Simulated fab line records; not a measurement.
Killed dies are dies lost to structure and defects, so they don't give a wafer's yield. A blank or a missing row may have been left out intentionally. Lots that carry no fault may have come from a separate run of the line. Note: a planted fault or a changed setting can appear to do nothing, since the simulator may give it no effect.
A lot that was struck, set against a sound lot	flow gf180mcu	16 out of 602 route steps
Sound: wafers L518.2, L518.3, L518.4. Wafers struck: L520.1, L520.2, L520.5. Last of all comes the cause.
Each step with rows lists, per side, the tool, then ch with its chambers, then its first start. Under that, the readings that differ: sound wafers	struck wafers	difference of the means	sigmas: that difference in standard deviations of wafers without a fault.
alike: a reading whose means differ by less than 2 such deviations, as well as words and numbers matching on both sides. not compared: withheld readings; readings where some wafer has no value; bounds like >300 that might hide an equal value; numbers whose values overlap and for which the record gives no deviation.
Wherever a step has rows on one side only, a row that says differs or no value, or a row with sigmas, the two part there. When numbers do not overlap yet have no deviation, they are printed without sigmas and do not part them. A reading that every wafer of one side lacks parts them only if that side has two wafers or more.

GF_M3_SPUTTER_00: material Ti, target thk 37.5 nm, time 150 s.
  sound: pvdSputter-03 at day 23 00:16; struck: pvdSputter-04 at day 23 10:04
  alike: throttleValvePct
GF_M3_SPUTTER_01: material TiN, target thk 30 nm, time 25 s.
  sound: pvdSputter-03 at day 23 00:22; struck: pvdSputter-04 at day 23 10:10
  alike: throttleValvePct
GF_M3_SPUTTER_02: material AlCu, target thk 450 nm, time 23.9 s.
  sound: pvdSputter-03 at day 23 00:24; struck: pvdSputter-04 at day 23 10:11
  alike: throttleValvePct
GF_M3_SPUTTER_03: material Ti, target thk 10 nm, time 6.7 s.
  sound: pvdSputter-03 at day 23 00:26; struck: pvdSputter-04 at day 23 10:13
  alike: throttleValvePct
GF_M3_SPUTTER_04: material TiN, target thk 50 nm, time 41.7 s.
  sound: pvdSputter-03 at day 23 00:27; struck: pvdSputter-04 at day 23 10:14
  alike: throttleValvePct
GF_M3_RS_MEAS_05: the measuring method here is four-point-probe.
  sound: filmMetro-03 at day 23 00:31; struck: filmMetro-04 at day 23 10:17
  alike: M3_ALCU_RS
GF_M3_THK_MEAS_06: measures by xrf.
  sound: filmMetro-03 at day 23 00:37; struck: filmMetro-04 at day 23 10:24
  alike: M3_ALCU_THK
then, 5 steps without rows for these wafers: GF_M3_DEHYDRATE_07 (time 60 s); GF_M3_HMDS_08 (prime time 60 s); GF_M3_COAT_09 (resist thk 1000 nm); GF_M3_SOFTBAKE_10 (time 60 s); GF_M3_EXPOSE_11 (exposes mask Metal3, target cd 280 nm).
GF_M3_PEB_12: peb time 90 s.
  sound on lithoTrack-03 ch 0, day 23 22:53; struck on lithoTrack-01 ch 0, day 24 07:40
reading	sound	struck	difference	sigmas
heaterPowerTotalW (W)	85.55 85.78 85.78	86.70 86.68 86.48	+0.92	+10
plateTempC (C)	134.84 134.96 134.97	136.36 136.22 136.32	+1.38	+10
then, 1 step without rows for these wafers: GF_M3_DEVELOP_13 (develop time 60 s).
GF_M3_CD_MEAS_14 targets a cd of 280 nm.
  sound: cdSem-01 at day 23 23:13; struck: cdSem-01 at day 24 08:01
reading	sound	struck	difference	sigmas
cdNm (nm)	281.9 280.4 280.7	277.6 276.8 277.9	-3.6	-4
GF_M3_OVL_MEAS_15:
  sound: overlay-02 at day 23 23:20; struck: overlay-02 at day 24 08:08
  alike: M3_OVL

== WHERE THEY PART ==
Last at GF_M3_CD_MEAS_14 as far as this record goes, first at GF_M3_PEB_12. Later steps at which nothing parts them and some readings are alike: GF_M3_OVL_MEAS_15.

WHY: what the simulator had put in
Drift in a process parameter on lithoTrack-01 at GF_M3_PEB_12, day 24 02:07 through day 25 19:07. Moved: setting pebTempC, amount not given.
